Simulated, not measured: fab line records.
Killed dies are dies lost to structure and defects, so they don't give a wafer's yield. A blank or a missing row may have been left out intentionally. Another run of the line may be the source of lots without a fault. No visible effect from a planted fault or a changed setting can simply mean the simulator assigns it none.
Matching of chambers / flow gf180mcu / GF_V5_CMP_04 on cmp-01: 4 sister chambers
The step polishes SiO2. 36 wafers are shown with their chamber, then 12 later ones without.

== WAFERS PAIRED WITH THEIR CHAMBERS ==
wafer=L074.1; chamber=2; motorCurrentA (A)=11.7
wafer=L074.2; chamber=1; motorCurrentA (A)=11.6
wafer=L074.6; chamber=1; motorCurrentA (A)=12.0
wafer=L075.1; chamber=1; motorCurrentA (A)=12.5
wafer=L075.2; chamber=2; motorCurrentA (A)=11.8
wafer=L075.4; chamber=0; motorCurrentA (A)=11.8
wafer=L078.4; chamber=0; motorCurrentA (A)=12.0
wafer=L078.5; chamber=2; motorCurrentA (A)=11.9
wafer=L078.6; chamber=3; motorCurrentA (A)=15.7
wafer=L079.1; chamber=1; motorCurrentA (A)=11.6
wafer=L079.4; chamber=0; motorCurrentA (A)=12.2
wafer=L079.5; chamber=0; motorCurrentA (A)=12.5
wafer=L080.2; chamber=1; motorCurrentA (A)=11.7
wafer=L080.5; chamber=3; motorCurrentA (A)=16.5
wafer=L080.6; chamber=2; motorCurrentA (A)=11.6
wafer=L082.1; chamber=2; motorCurrentA (A)=11.5
wafer=L082.3; chamber=3; motorCurrentA (A)=15.9
wafer=L082.6; chamber=1; motorCurrentA (A)=11.8
wafer=L084.2; chamber=0; motorCurrentA (A)=12.0
wafer=L084.5; chamber=2; motorCurrentA (A)=11.5
wafer=L084.6; chamber=1; motorCurrentA (A)=11.7
wafer=L085.1; chamber=3; motorCurrentA (A)=16.3
wafer=L085.5; chamber=1; motorCurrentA (A)=12.4
wafer=L085.6; chamber=0; motorCurrentA (A)=11.6
wafer=L087.2; chamber=2; motorCurrentA (A)=11.5
wafer=L087.3; chamber=3; motorCurrentA (A)=15.9
wafer=L087.4; chamber=0; motorCurrentA (A)=12.0
wafer=L089.1; chamber=0; motorCurrentA (A)=12.2
wafer=L089.2; chamber=3; motorCurrentA (A)=16.4
wafer=L089.6; chamber=3; motorCurrentA (A)=15.8
wafer=L090.2; chamber=3; motorCurrentA (A)=17.0
wafer=L090.5; chamber=2; motorCurrentA (A)=11.5
wafer=L090.6; chamber=3; motorCurrentA (A)=15.3
wafer=L091.1; chamber=2; motorCurrentA (A)=11.6
wafer=L091.4; chamber=3; motorCurrentA (A)=16.5
wafer=L091.5; chamber=2; motorCurrentA (A)=11.8

SIGNATURES (means of the wafers above)
reading=motorCurrentA; chamber 0=12.037; chamber 1=11.912; chamber 2=11.640; chamber 3=16.130; scatter within a chamber=0.346
Rule: distance of a wafer from a chamber = root of the sum over the readings of ((wafer's reading minus chamber's mean) / reading's scatter) squared. If the next closest chamber is less than 2 further off than the closest, the wafer can't be placed; otherwise it belongs to the closest. How the scatter is found: for the shown wafers, subtract from each reading the mean of its chamber, square and add these, divide the total by (wafers less chambers), then take the root.

== WAFERS WITH NO CHAMBER GIVEN ==
wafer=L092.3; motorCurrentA (A)=11.2
wafer=L092.5; motorCurrentA (A)=11.3
wafer=L092.6; motorCurrentA (A)=12.0
wafer=L093.2; motorCurrentA (A)=11.9
wafer=L093.3; motorCurrentA (A)=11.5
wafer=L093.5; motorCurrentA (A)=15.8
wafer=L095.1; motorCurrentA (A)=11.4
wafer=L095.2; motorCurrentA (A)=16.4
wafer=L095.3; motorCurrentA (A)=12.4
wafer=L096.3; motorCurrentA (A)=11.8
wafer=L096.4; motorCurrentA (A)=13.0
wafer=L096.6; motorCurrentA (A)=11.8

== THE CHAMBER EACH PASSED THROUGH ==
wafer=L092.3; from the rows above=can't be placed: 2 or 1 or 0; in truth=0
wafer=L092.5; from the rows above=can't be placed: 2 or 1 or 0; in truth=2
wafer=L092.6; from the rows above=can't be placed: 0 or 1 or 2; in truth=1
wafer=L093.2; from the rows above=can't be placed: 1 or 0 or 2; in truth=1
wafer=L093.3; from the rows above=can't be placed: 2 or 1 or 0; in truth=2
wafer=L093.5; from the rows above=3; in truth=3
wafer=L095.1; from the rows above=can't be placed: 2 or 1 or 0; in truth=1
wafer=L095.2; from the rows above=3; in truth=3
wafer=L095.3; from the rows above=can't be placed: 0 or 1 or 2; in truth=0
wafer=L096.3; from the rows above=can't be placed: 1 or 2 or 0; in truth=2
wafer=L096.4; from the rows above=can't be placed: 0 or 1 or 2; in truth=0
wafer=L096.6; from the rows above=can't be placed: 1 or 2 or 0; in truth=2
Placed correctly: 2 of 12. From these rows, 10 cannot be placed; in 10 the true chamber is one of the candidates. Number placed wrongly: 0.
